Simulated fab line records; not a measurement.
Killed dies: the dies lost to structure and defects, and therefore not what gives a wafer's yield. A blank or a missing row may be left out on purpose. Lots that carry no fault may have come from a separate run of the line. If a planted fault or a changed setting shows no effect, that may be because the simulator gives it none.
Lot-split experiment + flow gf180mcu + 5 lots, 23 wafers read, on a route of 602 steps

## ON THE SPLIT
At GF_M1_SPUTTER_04 (material TiN, target thk 50 nm, time 41.7 s), the setting time s was moved away from the recipe's 41.7 s on 8 of the 23 wafers read, by -14.7% to +3.9%. The other wafers ran this setting at the recipe's value.

The reading comes from the split's own step.

## THE READING
TiN_of_M1_SPUTTER_04.thk nm (the simulator's own value, which no gauge read), in nm, at GF_M1_SPUTTER_04 (material TiN, target thk 50 nm, time 41.7 s). There is no usual value for it anywhere in the file. Average 49.95 nm, standard deviation 0.44 nm, over the 15 wafers here run with the recipe.

| wafer  | tool, chamber at the split | time s as run, s | against the recipe | TiN_of_M1_SPUTTER_04.thk nm, nm | against lot-mates on the recipe |
|--------|----------------------------|------------------|--------------------|---------------------------------|---------------------------------|
| L075.1 | pvd sputter-02, -          | 37.46            | -10.2%             | 45                              | -5.01                           |
| L075.2 | pvd sputter-02, -          | 41.7             | recipe             | 49.79                           | -                               |
| L075.3 | pvd sputter-02, -          | 37.46            | -10.2%             | 45.55                           | -4.46                           |
| L075.5 | pvd sputter-02, -          | 37.46            | -10.2%             | 44.84                           | -5.17                           |
| L075.6 | pvd sputter-02, -          | 41.7             | recipe             | 50.23                           | -                               |
| L077.1 | pvd sputter-02, -          | 41.7             | recipe             | 50.36                           | -                               |
| L077.2 | pvd sputter-02, -          | 41.7             | recipe             | 50.13                           | -                               |
| L077.4 | pvd sputter-02, -          | 41.7             | recipe             | 49.55                           | -                               |
| L077.5 | pvd sputter-02, -          | 35.59            | -14.7%             | 42.83                           | -7.18                           |
| L077.6 | pvd sputter-02, -          | 35.59            | -14.7%             | 42.4                            | -7.61                           |
| L076.1 | pvd sputter-01, -          | 41.7             | recipe             | 49.66                           | -                               |
| L076.2 | pvd sputter-01, -          | 41.7             | recipe             | 49.38                           | -                               |
| L076.3 | pvd sputter-01, -          | 41.7             | recipe             | 49.49                           | -                               |
| L076.4 | pvd sputter-01, -          | 41.7             | recipe             | 49.59                           | -                               |
| L076.5 | pvd sputter-01, -          | 41.7             | recipe             | 49.31                           | -                               |
| L082.1 | pvd sputter-02, -          | 41.7             | recipe             | 50.56                           | -                               |
| L082.2 | pvd sputter-02, -          | 41.7             | recipe             | 49.82                           | -                               |
| L082.5 | pvd sputter-02, -          | 41.7             | recipe             | 50.4                            | -                               |
| L084.1 | pvd sputter-01, -          | 43.33            | +3.9%              | 51.8                            | +1.29                           |
| L084.2 | pvd sputter-01, -          | 41.7             | recipe             | 50.31                           | -                               |
| L084.3 | pvd sputter-01, -          | 43.33            | +3.9%              | 51.86                           | +1.35                           |
| L084.5 | pvd sputter-01, -          | 41.7             | recipe             | 50.71                           | -                               |
| L084.6 | pvd sputter-01, -          | 43.33            | +3.9%              | 51.63                           | +1.12                           |

THE FIT
A straight line over all 23 wafers: TiN_of_M1_SPUTTER_04.thk nm changes by +0.487 nm for each +1% of time s; r = +0.99; the points scatter about the line by 0.41 nm.
The same after taking each lot's own level away (the mean of its wafers on the recipe; 23 wafers): +0.477 nm for each +1%; r = +0.99; scatter 0.34 nm.
The reading moves by 7 nm for the largest change in time s, on that fit.
From 49.486 to 50.510 nm: that is the span of the lots' own levels, equal to 2.3 times the standard deviation above.
So the lot-to-lot level changes the slope little: the two slopes agree.
Check: with one of the wafers moved furthest among these (-14.7%) left out of the fit, the line predicts -7.08 nm for it against its lot-mates. It came out at -7.18 nm against them.

## OTHER SPLITS ON THESE WAFERS
These wafers also went through other splits before the reading. Each is held against what the fit with the lots' levels taken away leaves over:
| other split on the same wafers            | wafers away from the commonest value | r with TiN_of_M1_SPUTTER_04.thk nm (lot level and that fit taken away) |
|-------------------------------------------|--------------------------------------|------------------------------------------------------------------------|
| GF_SAB_ETCH_11 time s                     | 5                                    | +0.17                                                                  |
| GF_CONTACT_CVD_00 sih4 flow sccm          | 10                                   | -0.09                                                                  |
| GF_CONTACT_DEVELOP_13 develop time s      | 3                                    | +0.14                                                                  |
| GF_CONTACT_SPUTTER_22 chamber pressure pa | 15                                   | +0.01                                                                  |

## FILE'S OWN FIT
TiN_of_M1_SPUTTER_04.thk nm changes by +0.489 nm for each +1% of time s, r = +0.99.
